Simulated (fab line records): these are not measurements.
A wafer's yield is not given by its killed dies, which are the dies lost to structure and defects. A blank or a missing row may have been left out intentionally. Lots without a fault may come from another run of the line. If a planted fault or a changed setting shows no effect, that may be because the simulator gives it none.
Which tool did it?    flow gf180mcu    6 lots, 18 wafers sampled, at 1 step of a route of 602

WHAT EACH GAUGE READ, for each wafer
GF_CONTACT_OVL_MEAS_15.
lot   measured      on          CONTACT_OVL (nm)
L683  day 16 18:48  overlay-01  -10 -11 -11
L685  day 17 08:48  overlay-01  -1 0 0
L687  day 18 09:19  overlay-02  6 9 3
L692  day 20 04:19  overlay-01  -6 -5 0
L694  day 20 21:43  overlay-02  -14 -7 -6
L698  day 22 13:10  overlay-02  -1 -4 3

WHAT TOOL EACH LOT RAN ON (gives the tool, then ch and the chambers of the sampled wafers, and finally the start)
The record shows no process step preceding these readings.

THE ANSWER, worked out from the rows above alone
Rule: the lots themselves supply what counts as usual. Put in order of their means at a reading, lots are off if they are a third of the lots or fewer, leave a main group of 4 or more, and stand apart from it by a gap of 3 or more times the standard deviation of the main group's means; of several such gaps the widest counts. If all means in a main group match to the digits the tables above print for the reading, that group is not used. A lot without any number at a reading at which 4 lots or more have one is off too. Any other lot the step has rows for is counted as sound.
Across all readings shown, no lot is off: no conclusion can be drawn from this.

WHAT HAD BEEN PUT IN BY THE SIMULATOR
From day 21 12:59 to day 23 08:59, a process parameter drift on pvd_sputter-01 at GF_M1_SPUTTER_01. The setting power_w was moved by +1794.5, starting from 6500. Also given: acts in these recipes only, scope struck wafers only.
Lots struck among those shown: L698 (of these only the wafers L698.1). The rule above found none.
